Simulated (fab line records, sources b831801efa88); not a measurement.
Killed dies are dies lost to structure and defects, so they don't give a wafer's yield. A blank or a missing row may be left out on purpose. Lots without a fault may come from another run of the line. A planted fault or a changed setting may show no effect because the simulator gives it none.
Which tool did it? | flow gf180mcu | 12 lots, 34 wafers sampled, at 7 steps of a route of 602

WHAT THE GAUGES READ, wafer by wafer
GF_CONTACT_RS_MEAS_25: measures by four-point-probe. Usual: CONTACT_W_RS 0.380 ohm/sq, standard deviation 0.0055.
lot  | measured     | on            | CONTACT_W_RS (ohm/sq) | flag
L594 | day 17 04:13 | film_metro-04 | 0.374 0.382 0.385     |
L595 | day 17 13:24 | film_metro-04 | 0.377 0.378 0.382     |
L598 | day 19 08:01 | film_metro-01 | 1.087 0.390           | OFF
L599 | day 19 09:28 | film_metro-04 | 0.374 1.079 0.377     | OFF
L601 | day 20 02:56 | film_metro-03 | 1.140 0.375           | OFF
L607 | day 22 01:11 | film_metro-04 | 0.382 0.378 0.385     |
L608 | day 22 07:03 | film_metro-03 | 0.374 0.386 0.384     |
L609 | day 22 14:25 | film_metro-03 | 0.379 0.390 0.387     |
L610 | day 22 22:37 | film_metro-01 | 0.376 0.374 0.373     |
L611 | day 23 03:39 | film_metro-01 | 0.375 0.381 0.379     |
L613 | day 23 22:13 | film_metro-04 | 0.377 0.388 0.384     |
L614 | day 24 05:22 | film_metro-01 | 0.373 0.383 0.379     |

GF_CONTACT_THK_MEAS_26: measures by xrf. Usual: CONTACT_W_THK 298 nm, standard deviation 5.
lot  | measured     | on            | CONTACT_W_THK (nm) | flag
L594 | day 17 04:19 | film_metro-04 | 301 296 293        |
L595 | day 17 13:31 | film_metro-04 | 298 298 297        |
L598 | day 19 08:07 | film_metro-01 | 107 290            | OFF
L599 | day 19 09:35 | film_metro-04 | 301 107 296        | OFF
L601 | day 20 03:03 | film_metro-03 | 102 304            | OFF
L607 | day 22 01:18 | film_metro-04 | 292 295 288        |
L608 | day 22 07:10 | film_metro-03 | 307 296 297        |
L609 | day 22 14:32 | film_metro-03 | 302 294 296        |
L610 | day 22 22:44 | film_metro-01 | 298 302 300        |
L611 | day 23 03:46 | film_metro-01 | 303 296 299        |
L613 | day 23 22:20 | film_metro-04 | 297 287 290        |
L614 | day 24 05:29 | film_metro-01 | 302 293 297        |

GF_V5_OVL_MEAS_15. Usual: V5_OVL -4 nm, standard deviation 4.4.
lot  | measured     | on         | V5_OVL (nm) | flag
L594 | day 28 04:28 | overlay-02 | 2 -2 0      |
L595 | day 28 13:18 | overlay-01 | -6 -3 0     |
L598 | day 29 21:37 | overlay-02 | -3 -1       |
L599 | day 30 00:45 | overlay-01 | -11 0 -13   |
L601 | day 30 14:27 | overlay-02 | -1 2        |
L607 | day 32 00:52 | overlay-02 | -8 -9 2     |
L608 | day 32 06:21 | overlay-02 | -1 1 -2     |
L609 | day 32 09:21 | overlay-01 | -2 -9 1     |
L610 | day 32 17:31 | overlay-01 | -5 0 -10    |
L611 | day 32 21:25 | overlay-01 | -15 -16 -14 |
L613 | day 33 09:42 | overlay-01 | -4 -2 -6    |
L614 | day 33 14:57 | overlay-01 | -1 -9 2     |

WHICH TOOL RAN EACH LOT (tool, then ch and the chambers of the sampled wafers, then the start)
lot  | GF_CONTACT_CVD_24             | GF_CONTACT_CMP_27             | GF_M2_METAL_ETCH_16               | GF_V2_CVD_02
L594 | cvd_w-01 ch 0,1, day 17 04:06 | cmp-01 ch 0,1,2, day 17 04:30 | rie_metal-04 ch 0, day 20 08:41   | pecvd-03 ch 0,2, day 20 09:32
L595 | cvd_w-02 ch 1, day 17 13:17   | cmp-01 ch 0,1,3, day 17 13:40 | rie_metal-02 ch 0,1, day 20 17:59 | pecvd-02 ch 0,1,2, day 20 18:47
L598 | cvd_w-02 ch 0,1, day 19 07:55 | cmp-01 ch 0,3, day 19 08:09   | rie_metal-01 ch 0,1, day 22 12:16 | pecvd-01 ch 2, day 22 13:02
L599 | cvd_w-02 ch 1, day 19 09:22   | cmp-01 ch 0,1,2, day 19 09:38 | rie_metal-02 ch 0, day 22 14:14   | pecvd-02 ch 0,2, day 22 15:10
L601 | cvd_w-02 ch 0,1, day 20 02:49 | cmp-02 ch 0,1, day 20 03:12   | rie_metal-04 ch 0,1, day 23 06:08 | pecvd-03 ch 0,2, day 23 06:56
L607 | cvd_w-01 ch 0,1, day 22 01:04 | cmp-02 ch 0,2,3, day 22 01:27 | rie_metal-02 ch 0, day 25 00:44   | pecvd-01 ch 0,2, day 25 01:38
L608 | cvd_w-01 ch 0,1, day 22 06:57 | cmp-02 ch 0,1,3, day 22 07:17 | rie_metal-01 ch 1, day 25 06:59   | pecvd-01 ch 1,2, day 25 07:53
L609 | cvd_w-02 ch 0,1, day 22 14:19 | cmp-01 ch 0,1,3, day 22 14:35 | rie_metal-04 ch 0,1, day 25 12:50 | pecvd-01 ch 0,2, day 25 13:40
L610 | cvd_w-02 ch 1, day 22 22:30   | cmp-01 ch 0,1, day 22 22:47   | rie_metal-04 ch 0, day 25 21:38   | pecvd-02 ch 0,1, day 25 22:33
L611 | cvd_w-02 ch 0,1, day 23 03:32 | cmp-01 ch 0,2,3, day 23 03:58 | rie_metal-01 ch 0,1, day 26 00:50 | pecvd-03 ch 0,1,2, day 26 01:38
L613 | cvd_w-02 ch 0,1, day 23 22:07 | cmp-01 ch 0,2,3, day 23 22:23 | rie_metal-01 ch 0,1, day 26 18:59 | pecvd-03 ch 0,1,2, day 26 20:13
L614 | cvd_w-02 ch 0,1, day 24 05:16 | cmp-01 ch 0,1,2, day 24 05:36 | rie_metal-04 ch 1, day 27 01:53   | pecvd-02 ch 0,1,2, day 27 02:49
- GF_CONTACT_CVD_24: deposits W, target thk 300 nm, time 90.339 s.
- GF_CONTACT_CMP_27: polishes, stops on SiO2, t overpolish 15 s, target thk 0 nm.
- GF_M2_METAL_ETCH_16: etches the open film in Cl2/BCl3, stops on SiO2, target depth 750.8 nm, time 125.1 s.
- GF_V2_CVD_02: deposits SiO2 from TEOS, target thk 850 nm, time 94.851 s.

WHAT THE TOOLS THEMSELVES READ (means of the sampled wafers that have a number; where no wafer has one, the mark that the record gives instead)
GF_CONTACT_CVD_24. Usual: heater_power_w 876 W, standard deviation 150.
lot  | tool     | heater_power_w (W) | flag
L594 | cvd_w-01 | 734                |
L595 | cvd_w-02 | 1044               |
L598 | cvd_w-02 | 954                |
L599 | cvd_w-02 | 1054               |
L601 | cvd_w-02 | 951                |
L607 | cvd_w-01 | 742                |
L608 | cvd_w-01 | 727                |
L609 | cvd_w-02 | 916                |
L610 | cvd_w-02 | 1060               |
L611 | cvd_w-02 | 994                |
L613 | cvd_w-02 | 918                |
L614 | cvd_w-02 | 912                |

GF_CONTACT_CMP_27. Usual: motor_current_A 10.6 A, standard deviation 0.75; slurry_filter_dp_kPa 13.49 kPa, standard deviation 0.14; time_to_endpoint_s 75 s, standard deviation 3.9.
lot  | tool   | motor_current_A (A) | slurry_filter_dp_kPa (kPa) | time_to_endpoint_s (s) | flag
L594 | cmp-01 | 11.0                | 13.44                      | 75                     |
L595 | cmp-01 | 10.7                | 13.42                      | 78                     |
L598 | cmp-01 | 11.4                | 13.38                      | 48                     | OFF
L599 | cmp-01 | 10.6                | 13.58                      | 55                     | OFF
L601 | cmp-02 | 10.4                | 13.36                      | 54                     | OFF
L607 | cmp-02 | 10.2                | 13.50                      | 77                     |
L608 | cmp-02 | 10.2                | 13.56                      | 76                     |
L609 | cmp-01 | 10.8                | 13.52                      | 73                     |
L610 | cmp-01 | 10.6                | 13.50                      | 73                     |
L611 | cmp-01 | 11.3                | 13.62                      | 71                     |
L613 | cmp-01 | 11.5                | 13.54                      | 74                     |
L614 | cmp-01 | 11.0                | 13.66                      | 69                     |

GF_M2_METAL_ETCH_16. Usual: drypump_motor_current_A 5.85 A, standard deviation 0.29; oes_product_au 0.990 a.u., standard deviation 0.0075; throttle_valve_pct 28.232 %, standard deviation 0.012.
lot  | tool         | drypump_motor_current_A (A) | oes_product_au (a.u.) | throttle_valve_pct (%) | flag
L594 | rie_metal-04 | 6.10                        | 0.988                 | 28.234                 |
L595 | rie_metal-02 | 6.09                        | 0.992                 | 28.231                 |
L598 | rie_metal-01 | 5.75                        | 1.000                 | 28.218                 |
L599 | rie_metal-02 | 5.89                        | 0.987                 | 28.229                 |
L601 | rie_metal-04 | 5.73                        | 0.986                 | 28.245                 |
L607 | rie_metal-02 | 5.90                        | 0.996                 | 28.221                 |
L608 | rie_metal-01 | 5.83                        | 0.990                 | 28.226                 |
L609 | rie_metal-04 | 5.59                        | 0.984                 | 28.246                 |
L610 | rie_metal-04 | 6.13                        | 0.994                 | 28.235                 |
L611 | rie_metal-01 | 5.78                        | 0.994                 | 28.230                 |
L613 | rie_metal-01 | 5.77                        | 0.996                 | 28.232                 |
L614 | rie_metal-04 | 5.32                        | 0.978                 | 28.244                 |

GF_V2_CVD_02. Usual: heater_power_w 664 W, standard deviation 88.
lot  | tool     | heater_power_w (W) | flag
L594 | pecvd-03 | 677                |
L595 | pecvd-02 | 668                |
L598 | pecvd-01 | 726                |
L599 | pecvd-02 | 654                |
L601 | pecvd-03 | 661                |
L607 | pecvd-01 | 680                |
L608 | pecvd-01 | 703                |
L609 | pecvd-01 | 691                |
L610 | pecvd-02 | 659                |
L611 | pecvd-03 | 690                |
L613 | pecvd-03 | 680                |
L614 | pecvd-02 | 630                |

THE ANSWER, worked out from the rows above alone
Rule: a lot is off if the mean of its wafers that have a number lies more than 3 standard deviations from the usual mean. A lot without any number at a reading at which 4 lots or more have one is off too. The other lots that the step has rows for count as sound. The gauges are gone through in route order, then the tools' own readings, and for those a lot's mean is taken as printed above. The first step at which some lot is off is used, and at that step the reading that is off furthest; a lot without a number counts as furthest.
Off: L598, L599, L601, at GF_CONTACT_RS_MEAS_25 (CONTACT_W_RS).
A tool fits if, at a process step before that reading, it ran every lot that is off, and no sound lot after the first of them. The gauges at GF_CONTACT_RS_MEAS_25 aren't tried: what is off there is off at GF_CONTACT_CMP_27 too, on other tools, and a gauge's error can't cause that. None of those tried fits.

WHAT THE SIMULATOR HAD PUT IN
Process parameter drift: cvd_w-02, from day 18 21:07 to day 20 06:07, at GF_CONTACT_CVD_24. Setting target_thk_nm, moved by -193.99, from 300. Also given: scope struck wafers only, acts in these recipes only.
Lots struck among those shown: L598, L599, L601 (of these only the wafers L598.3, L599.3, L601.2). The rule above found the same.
